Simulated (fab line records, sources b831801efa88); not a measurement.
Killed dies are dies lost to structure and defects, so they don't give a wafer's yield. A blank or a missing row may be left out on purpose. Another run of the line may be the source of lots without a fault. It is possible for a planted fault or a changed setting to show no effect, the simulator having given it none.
The tool behind it: which one? | flow gf180mcu | Sampling: 13 lots, 39 wafers, 3 of 602 route steps

WHAT THE GAUGES SHOWED, per wafer
GF_VT_IMPLANT_OVL_MEAS_18.
lot  | measured     | on         | VT_IMPLANT_01_OVL (nm)
L823 | day 6 06:17  | overlay-02 | 2.1 1.1 2.2
L824 | day 6 10:14  | overlay-01 | 1.0 1.1 -0.2
L826 | day 7 00:22  | overlay-01 | 1.6 1.4 1.9
L827 | day 7 07:49  | overlay-01 | 0.0 1.2 1.3
L830 | day 8 02:58  | overlay-02 | -0.9 -1.0 -1.1
L832 | day 8 14:17  | overlay-02 | -0.9 -1.2 -1.9
L834 | day 9 04:25  | overlay-01 | -0.3 0.8 1.6
L835 | day 9 10:46  | overlay-02 | -0.1 0.7 1.3
L836 | day 9 15:02  | overlay-01 | 0.2 -1.1 -0.2
L837 | day 9 22:35  | overlay-02 | -0.7 -1.7 -0.5
L842 | day 11 06:57 | overlay-02 | -1.2 -0.4 0.0
L843 | day 11 14:50 | overlay-01 | 0.9 1.5 0.0
L846 | day 12 14:28 | overlay-01 | -0.2 -0.2 0.1

GF_VT_IMPLANT_RS_MEAS_48: measures by four-point-probe.
lot  | measured     | on            | LVPWELL_RS (ohm/sq)
L823 | day 7 14:32  | film metro-03 | 1200 1200 1199
L824 | day 7 18:43  | film metro-04 | 1196 1194 1199
L826 | day 8 09:35  | film metro-01 | 1196 1193 1197
L827 | day 8 17:44  | film metro-04 | 1192 1191 1192
L830 | day 9 13:55  | film metro-03 | 1197 1198 1197
L832 | day 10 00:55 | film metro-04 | 1197 1194 1197
L834 | day 10 17:00 | film metro-03 | 1198 1195 1197
L835 | day 10 23:50 | film metro-04 | 1196 1194 1195
L836 | day 11 03:35 | film metro-01 | 1198 1201 1202
L837 | day 11 12:26 | film metro-01 | 1200 1200 1201
L842 | day 12 21:15 | film metro-04 | 1192 1195 1194
L843 | day 13 06:13 | film metro-01 | 1202 1201 1196
L846 | day 14 07:37 | film metro-01 | 1200 1201 1200

TOOL THAT RAN EACH LOT (tool first, then ch and the chambers of the sampled wafers, then the start)
lot  | GF_VT_IMPLANT_STRIP_20
L823 | plasma asher-01 ch 0,1, day 6 06:28
L824 | plasma asher-01 ch 0,1, day 6 10:25
L826 | plasma asher-03 ch 1, day 7 00:32
L827 | plasma asher-03 ch 0,1, day 7 08:00
L830 | plasma asher-02 ch 0,1, day 8 03:08
L832 | plasma asher-03 ch 0, day 8 14:28
L834 | plasma asher-02 ch 0,1, day 9 04:36
L835 | plasma asher-03 ch 0,1, day 9 10:59
L836 | plasma asher-02 ch 0,1, day 9 15:14
L837 | plasma asher-02 ch 0,1, day 9 22:48
L842 | plasma asher-02 ch 0,1, day 11 07:08
L843 | plasma asher-03 ch 0,1, day 11 15:01
L846 | plasma asher-03 ch 0,1, day 12 14:39
- GF_VT_IMPLANT_STRIP_20: strips in O2/N2.

WHAT THE TOOLS THEMSELVES READ (means of the sampled wafers that have a number; where no wafer has one, the mark that the record gives instead)
GF_VT_IMPLANT_STRIP_20.
lot  | tool            | drypump motor current A (A) | heater power w (W) | oes product au (a.u.) | strip time to endpoint s (s)
L823 | plasma asher-01 | 6.1                         | 319                | 0.712                 | 12.61
L824 | plasma asher-01 | 6.1                         | 320                | 0.719                 | 12.63
L826 | plasma asher-03 | 6.0                         | 299                | 0.718                 | 12.66
L827 | plasma asher-03 | 6.3                         | 285                | 0.716                 | 12.63
L830 | plasma asher-02 | 5.1                         | 295                | 0.715                 | 12.56
L832 | plasma asher-03 | 6.4                         | 277                | 0.719                 | 12.58
L834 | plasma asher-02 | 5.2                         | 300                | 0.716                 | 12.63
L835 | plasma asher-03 | 6.3                         | 286                | 0.718                 | 12.57
L836 | plasma asher-02 | 5.0                         | 308                | 0.719                 | 12.63
L837 | plasma asher-02 | 5.2                         | 298                | 0.716                 | 12.61
L842 | plasma asher-02 | 5.0                         | 307                | 0.711                 | 12.64
L843 | plasma asher-03 | 6.1                         | 297                | 0.715                 | 12.65
L846 | plasma asher-03 | 6.1                         | 294                | 0.715                 | 12.63

THE ANSWER, worked out from the rows above alone
Rule: usual is defined by the lots themselves. Put in order of their means at a reading, lots are off if they are a third of the lots or fewer, leave a main group of 4 or more, and stand apart from it by a gap of 3 or more times the standard deviation of the main group's means; of several such gaps the widest counts. A main group is skipped when, at the precision printed for the reading in the tables above, its means are all equal. A lot without any number at a reading at which 4 lots or more have one is off too. The other lots that the step has rows for count as sound. The gauges are gone through in route order, then the tools' own readings, and for those a lot's mean is taken as printed above. The first step at which some lot is off is used, and at that step the reading that is off furthest; a lot without a number counts as furthest.
No lot is off at any reading shown: from this, nothing can be told.

WHAT HAD BEEN PUT IN BY THE SIMULATOR
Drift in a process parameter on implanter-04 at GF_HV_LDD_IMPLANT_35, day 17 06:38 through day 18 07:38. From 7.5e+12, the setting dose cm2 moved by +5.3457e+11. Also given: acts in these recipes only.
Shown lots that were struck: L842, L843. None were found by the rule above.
